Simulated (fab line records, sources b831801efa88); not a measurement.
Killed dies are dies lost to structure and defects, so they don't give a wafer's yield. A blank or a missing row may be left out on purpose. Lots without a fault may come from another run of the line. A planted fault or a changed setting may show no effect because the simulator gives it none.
Which tool did it? | flow sky130 | 12 lots, 36 wafers sampled, at 2 steps of a route of 708

WHAT THE GAUGES READ, wafer by wafer
SKY_VT_ADJUST_NCORE_OVL_MEAS_08. Usual: VT_ADJUST_NCORE_OVL 1.0 nm, standard deviation 1.3.
lot  | measured     | on         | VT_ADJUST_NCORE_OVL (nm) | flag
L967 | day 8 13:49  | overlay-02 | 0.9 2.3 0.2              |
L968 | day 8 19:32  | overlay-02 | 2.6 3.4 2.3              |
L969 | day 9 00:58  | overlay-01 | 1.8 1.4 1.5              |
L970 | day 9 11:41  | overlay-02 | 2.2 1.3 3.2              |
L971 | day 9 16:01  | overlay-02 | 2.7 -0.8 1.6             |
L972 | day 10 08:10 | overlay-01 | 0.3 -1.3 0.4             |
L973 | day 10 08:28 | overlay-02 | -1.7 0.7 0.5             |
L983 | day 13 07:35 | overlay-01 | 0.7 -0.5 0.4             |
L984 | day 13 16:38 | overlay-02 | 1.1 -0.5 -0.5            |
L986 | day 14 02:41 | overlay-01 | -0.2 1.0 0.4             |
L988 | day 14 21:56 | overlay-01 | 3.1 2.5 2.3              |
L989 | day 15 02:37 | overlay-02 | 1.0 1.5 -0.1             |

WHICH TOOL RAN EACH LOT (tool, then ch and the chambers of the sampled wafers, then the start)
lot  | SKY_VT_ADJUST_LVTN_STRIP_09
L967 | plasma_asher-04 ch 0,1, day 6 23:20
L968 | plasma_asher-02 ch 0,1, day 7 04:24
L969 | plasma_asher-04 ch 0,1, day 7 09:58
L970 | plasma_asher-04 ch 0,1, day 7 20:00
L971 | plasma_asher-02 ch 0,1, day 7 23:30
L972 | plasma_asher-02 ch 0,1, day 8 13:34
L973 | plasma_asher-03 ch 0,1, day 8 13:45
L983 | plasma_asher-04 ch 0,1, day 11 07:13
L984 | plasma_asher-03 ch 0,1, day 11 15:30
L986 | plasma_asher-02 ch 0, day 12 01:09
L988 | plasma_asher-04 ch 0,1, day 12 19:23
L989 | plasma_asher-04 ch 1, day 12 23:31
- SKY_VT_ADJUST_LVTN_STRIP_09: strips in O2/N2.

WHAT THE TOOLS THEMSELVES READ (means of the sampled wafers that have a number; where no wafer has one, the mark that the record gives instead)
SKY_VT_ADJUST_LVTN_STRIP_09. Usual: chamber_pressure_mTorr 1500.0 mTorr, standard deviation 1.4; drypump_motor_current_A 5.6 A, standard deviation 0.55; n2_flow_sccm 300.0 sccm, standard deviation 0.87; oes_product_au 0.723 a.u., standard deviation 0.0044; strip_time_to_endpoint_s 36.93 s, standard deviation 0.089.
lot  | tool            | chamber_pressure_mTorr (mTorr) | drypump_motor_current_A (A) | n2_flow_sccm (sccm) | oes_product_au (a.u.) | strip_time_to_endpoint_s (s) | flag
L967 | plasma_asher-04 | 1500.7                         | 5.1                         | 300.3               | 0.723                 | 36.89                        |
L968 | plasma_asher-02 | 1500.5                         | 5.5                         | 299.7               | 0.726                 | 36.96                        |
L969 | plasma_asher-04 | 1498.8                         | 5.2                         | 299.6               | 0.722                 | 36.85                        |
L970 | plasma_asher-04 | 1500.1                         | 5.1                         | 300.1               | 0.718                 | 36.98                        |
L971 | plasma_asher-02 | 1501.7                         | 5.5                         | 300.4               | 0.723                 | 36.94                        |
L972 | plasma_asher-02 | 1499.6                         | 5.5                         | 300.2               | 0.718                 | 36.94                        |
L973 | plasma_asher-03 | 1500.3                         | 6.4                         | 300.2               | 0.724                 | 36.81                        |
L983 | plasma_asher-04 | 1499.9                         | 5.1                         | 300.2               | 0.724                 | 36.96                        |
L984 | plasma_asher-03 | 1499.9                         | 6.2                         | 300.4               | 0.722                 | 36.92                        |
L986 | plasma_asher-02 | 1500.4                         | 5.6                         | 300.8               | 0.727                 | 36.86                        |
L988 | plasma_asher-04 | 1499.3                         | 5.2                         | 299.8               | 0.723                 | 37.01                        |
L989 | plasma_asher-04 | 1500.8                         | 5.3                         | 299.0               | 0.724                 | 36.98                        |

THE ANSWER, worked out from the rows above alone
Rule: a lot is off if the mean of its wafers that have a number lies more than 3 standard deviations from the usual mean. A lot without any number at a reading at which 4 lots or more have one is off too. The other lots that the step has rows for count as sound. The gauges are gone through in route order, then the tools' own readings, and for those a lot's mean is taken as printed above. The first step at which some lot is off is used, and at that step the reading that is off furthest; a lot without a number counts as furthest.
No lot is off at any reading shown: from this, nothing can be told.

WHAT THE SIMULATOR HAD PUT IN
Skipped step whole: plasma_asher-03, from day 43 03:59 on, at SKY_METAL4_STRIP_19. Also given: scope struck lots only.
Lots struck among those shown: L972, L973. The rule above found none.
